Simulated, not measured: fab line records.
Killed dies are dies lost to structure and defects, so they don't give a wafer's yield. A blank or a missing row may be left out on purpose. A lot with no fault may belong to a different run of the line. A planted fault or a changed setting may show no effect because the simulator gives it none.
2 desks, one fault    flow sfq_line    each desk has only its own numbers; what lay behind them comes last

THE TOOL OWNER'S DESK: rie_diel-01
The tool's own readings at SFQ_TRILAYER_I0_VIA_BARC_OPEN_VIA_ETCH_046 (etches BARC in O2, target depth 125 nm, time 41.7 s): means of the sampled wafers that have a number, for each lot that ran on this tool. Marked OUT: a lot whose mean sits more than 4 standard deviations from the usual mean, which makes it out of limits; the brackets give that distance.
Columns: A = drypump_motor_current_A at SFQ_TRILAYER_I0_VIA_BARC_OPEN_VIA_ETCH_046, usual 5.6 A; B = oes_product_au at SFQ_TRILAYER_I0_VIA_BARC_OPEN_VIA_ETCH_046, usual 0.684 a.u.; C = rf_fwd_power_W at SFQ_TRILAYER_I0_VIA_BARC_OPEN_VIA_ETCH_046, usual 494.6 W; D = run_length_s at SFQ_TRILAYER_I0_VIA_BARC_OPEN_VIA_ETCH_046, usual 69.9 s
lot   first seen here  A    B                 C      D
L514  day 15 21:07     5.4  0.685             494.7  70.0
L520  day 18 22:32     5.6  0.644 (-8.6) OUT  494.3  75.4 (+12) OUT
L522  day 19 10:32     5.4  0.665 (-4.0) OUT  492.7  73.3 (+7.6) OUT
L524  day 20 02:16     5.4  0.663 (-4.4) OUT  493.6  72.9 (+6.7) OUT
L532  day 22 22:43     5.6  0.685             493.8  69.7
This desk finds L520, L522, L524 out of limits, L520 being first, at day 18 22:32 (oes_product_au at SFQ_TRILAYER_I0_VIA_BARC_OPEN_VIA_ETCH_046). L514, L532 stayed within limits.

FROM THE METROLOGY DESK
Lot by lot, what the gauges showed, no matter which tool ran the lot: averages of those sampled wafers that carry a number. Marked OUT: a lot whose mean sits more than 4 standard deviations from the usual mean, which makes it out of limits; the brackets give that distance.
Columns: A = M8_AU_THK at SFQ_M8_THK_MEAS_950, usual 180.1 nm
lot   first seen here  A
L514  day 76 09:28     179.8
L518  day 76 20:18     178.5
L520  day 76 23:53     177.8
L522  day 77 12:00     177.5
L524  day 79 09:39     181.5
L526  day 79 13:16     181.5
L527  day 79 14:27     181.6
L529  day 79 16:50     180.6
L530  day 79 19:14     180.8
L531  day 79 21:39     181.6
L532  day 79 22:51     176.7
L534  day 80 02:26     177.0
L535  day 80 06:03     178.4
L536  day 80 23:08     179.2
L537  day 83 18:08     179.7
Finding of this desk: none of the 15 lots has anything out of limits.

BROUGHT TOGETHER
At day 18 22:32, on L520, L522, L524, the tool owner's desk was in a position to raise an alarm.
Nothing out of limits was seen by the metrology desk.
The metrology desk has L520, L522, L524 on record, within its limits.
Of the lots named, all ran SFQ_TRILAYER_I0_VIA_BARC_OPEN_VIA_ETCH_046 on rie_diel-01.

WHAT THE SIMULATOR HAD INSERTED
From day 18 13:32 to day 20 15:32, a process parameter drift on rie_diel-01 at SFQ_TRILAYER_I0_VIA_BARC_OPEN_VIA_ETCH_046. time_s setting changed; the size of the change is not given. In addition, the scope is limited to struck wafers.
Shown lots that were struck: L520, L522, L524.
Hours from the fault's start to each desk's first reading out of limits: the tool owner's desk, 9.
